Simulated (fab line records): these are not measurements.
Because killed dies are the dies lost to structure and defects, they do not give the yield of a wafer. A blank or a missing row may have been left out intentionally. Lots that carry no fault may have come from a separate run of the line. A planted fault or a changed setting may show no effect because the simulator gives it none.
One fault through the eyes of 2 desks    flow gf180mcu    every desk sees just its own numbers, and what lay behind them comes last

## DESK OF THE TOOL OWNER: implanter-01
The tool's own readings at GF_LVPWELL_IMPLANT_09: means of the sampled wafers that have a number, for each lot that ran on this tool. If a lot's mean is further than 4 standard deviations from the usual mean, the lot is out of limits and carries the mark OUT (the distance appears in the brackets).
Columns: A = doseIonsCm2 at GF_LVPWELL_IMPLANT_09, usual 5e+12; B = faradayCurrentUA at GF_LVPWELL_IMPLANT_09, usual 28.3
lot   first seen here  A                        B
L237  day 3 20:13      5e+12                    28.4
L239  day 4 06:55      5e+12                    27.6
L240  day 4 12:20      5e+12                    28.0
L245  day 5 21:53      5e+12                    27.8
L249  day 7 00:31      4e+12 (-99 or more) OUT  24.5 (-7.2) OUT
L250  day 7 03:49      4e+12 (-99 or more) OUT  24.3 (-7.5) OUT
This desk's finding: out of limits on L249, L250; first on L249, day 7 00:31 (doseIonsCm2 at GF_LVPWELL_IMPLANT_09). L237, L239, L240, L245 stayed within limits.

## METROLOGY DESK
Means of the sampled wafers that have a number, per lot and without regard to the tool the lot ran on: this is what the gauges read. If a lot's mean is further than 4 standard deviations from the usual mean, the lot is out of limits and carries the mark OUT (the distance appears in the brackets).
Columns: A = LVPWELL_RS at GF_VT_IMPLANT_RS_MEAS_48, usual 1197 ohm/sq; B = M1_OVL at GF_M1_OVL_MEAS_15, usual 4 nm
lot   first seen here  A               B
L237  day 7 10:08      1198            3
L239  day 8 00:03      1193            -1
L240  day 8 07:30      1198            2
L241  day 8 11:47      1197            4
L245  day 10 00:08     1200            0
L249  day 11 08:20     1231 (+11) OUT  1
L250  day 11 12:50     1231 (+11) OUT  5
L251  day 11 13:17     1197            1
L255  day 12 15:29     1194            1
L256  day 12 21:05     1202            3
L258  day 13 10:23     1202            13
L259  day 13 17:53     1194            -1
L260  day 14 00:00     1191            3
Per this desk, out of limits: L249, L250; the first was L249, day 11 08:20 (LVPWELL_RS at GF_VT_IMPLANT_RS_MEAS_48). L237, L239, L240, L241, L245, L251, L255, L256, L258, L259, L260 stayed within limits.

## ALL TOGETHER
The tool owner's desk had the chance to raise an alarm at day 7 00:31 on L249, L250.
On L249, L250, the metrology desk was in a position to raise an alarm at day 11 08:20.
On implanter-01, each named lot ran GF_LVPWELL_IMPLANT_09.

## WHAT WAS PUT IN BY THE SIMULATOR
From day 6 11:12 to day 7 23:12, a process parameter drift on implanter-01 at GF_LVPWELL_IMPLANT_09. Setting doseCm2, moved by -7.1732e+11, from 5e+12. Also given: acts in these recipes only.
Lots struck among those shown: L249, L250.
Fault start to first reading out of limits, in hours, per desk: tool owner, 13; metrology, 117.
